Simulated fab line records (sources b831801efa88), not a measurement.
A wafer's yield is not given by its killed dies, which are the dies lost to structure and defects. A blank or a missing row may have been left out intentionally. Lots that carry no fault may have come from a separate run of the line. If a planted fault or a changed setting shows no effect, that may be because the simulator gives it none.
The tool behind it: which one? -- flow gf180mcu -- 38 wafers from 13 lots sampled at 3 of the route's 602 steps

WHAT THE GAUGES READ, wafer by wafer
GF_VT_IMPLANT_RS_MEAS_46: the measuring method here is four-point-probe.
lot,measured,on,MVSD_RS (ohm/sq)
L487,day 8 03:50,filmMetro-02,458.5 458.7 457.3
L489,day 8 05:13,filmMetro-02,458.5 457.1 458.4
L486,day 8 06:20,filmMetro-03,457.6 456.1 456.8
L490,day 8 10:44,filmMetro-02,457.1 458.2 457.9
L491,day 8 13:07,filmMetro-01,455.8 456.0 457.2
L492,day 8 16:28,filmMetro-03,458.8 458.0 458.6
L493,day 8 22:32,filmMetro-03,456.9 457.8 456.4
L495,day 9 12:29,filmMetro-02,455.5 456.2 457.3
L496,day 9 16:39,filmMetro-03,457.9 458.0 458.2
L498,day 10 06:57,filmMetro-01,456.8 457.2 456.9
L499,day 10 12:47,filmMetro-01,456.4 454.3 457.1
L500,day 10 17:59,filmMetro-03,456.9 456.2 456.3
L505,day 12 04:08,filmMetro-03,458.0 458.2

GF_DUAL_GATE_OVL_MEAS_11.
lot,measured,on,DUAL_GATE_OVL (nm)
L487,day 8 22:41,overlay-02,0.3 0.5 -0.1
L489,day 8 21:59,overlay-01,0.8 3.0 0.4
L486,day 9 00:14,overlay-01,-0.3 -1.5 -0.2
L490,day 9 04:35,overlay-02,0.2 -1.6 0.3
L491,day 9 07:15,overlay-01,-0.8 -1.7 -1.8
L492,day 9 11:24,overlay-02,2.0 1.8 2.4
L493,day 9 19:11,overlay-02,0.9 0.9 1.7
L495,day 10 07:50,overlay-02,-0.5 -0.9 2.9
L496,day 10 10:41,overlay-02,-0.4 0.6 0.9
L498,day 11 01:31,overlay-01,2.1 0.9 1.4
L499,day 11 08:26,overlay-01,0.3 0.1 1.6
L500,day 11 12:51,overlay-02,-0.4 -1.7 -0.3
L505,day 13 00:32,overlay-01,-1.0 -3.7

GF_HV_LDD_CD_MEAS_07: the cd target is 400 nm.
lot,measured,on,cdNm (nm)
L487,day 10 13:50,cdSem-01,401.8 401.2 401.6
L489,day 10 13:32,cdSem-01,396.7 397.5 398.9
L486,day 10 15:59,cdSem-01,397.0 398.5 397.8
L490,day 10 19:50,cdSem-01,397.1 396.3 397.0
L491,day 10 21:37,cdSem-02,399.3 399.4 401.3
L492,day 11 04:59,cdSem-01,402.5 400.7 400.4
L493,day 11 11:47,cdSem-02,402.2 401.6 401.1
L495,day 12 01:41,cdSem-01,398.2 397.1 398.3
L496,day 12 03:46,cdSem-01,400.8 400.8 400.1
L498,day 12 19:26,cdSem-01,399.9 398.9 399.3
L499,day 13 03:20,cdSem-01,400.4 401.6 400.9
L500,day 13 06:19,cdSem-01,405.0 402.7 401.9
L505,day 14 23:47,cdSem-02,401.2 403.0

WHAT TOOL EACH LOT RAN ON (gives the tool, then ch and the chambers of the sampled wafers, and finally the start)
There is no process step in the record ahead of these readings.

AS READ BY THE TOOLS THEMSELVES (means over the sampled wafers that have a number; for cases with no such wafer, the mark the record gives instead)
The record holds no such reading with a usual standard deviation.

THE ANSWER, worked out from the rows above alone
Rule: the usual values come from the lots themselves. The widest of any qualifying gaps counts: lots, ordered by their means at a reading, are off when they make up no more than a third of the lots, leave a main group of 4 or more, and stand apart from it by 3 or more times the standard deviation of that group's means. A main group whose means are all the same, to the digits that the tables above print for the reading, isn't used. Also off: a lot with no number at a reading for which 4 or more lots have one. All remaining lots with rows at the step are treated as sound. First the gauges in route order, then the tools' own readings, where a lot's mean is used as printed above. The first step at which some lot is off is used, and at that step the reading that is off furthest; a lot without a number counts as furthest.
No lot is off at any reading shown: from this, nothing can be told.

WHAT THE SIMULATOR PUT IN
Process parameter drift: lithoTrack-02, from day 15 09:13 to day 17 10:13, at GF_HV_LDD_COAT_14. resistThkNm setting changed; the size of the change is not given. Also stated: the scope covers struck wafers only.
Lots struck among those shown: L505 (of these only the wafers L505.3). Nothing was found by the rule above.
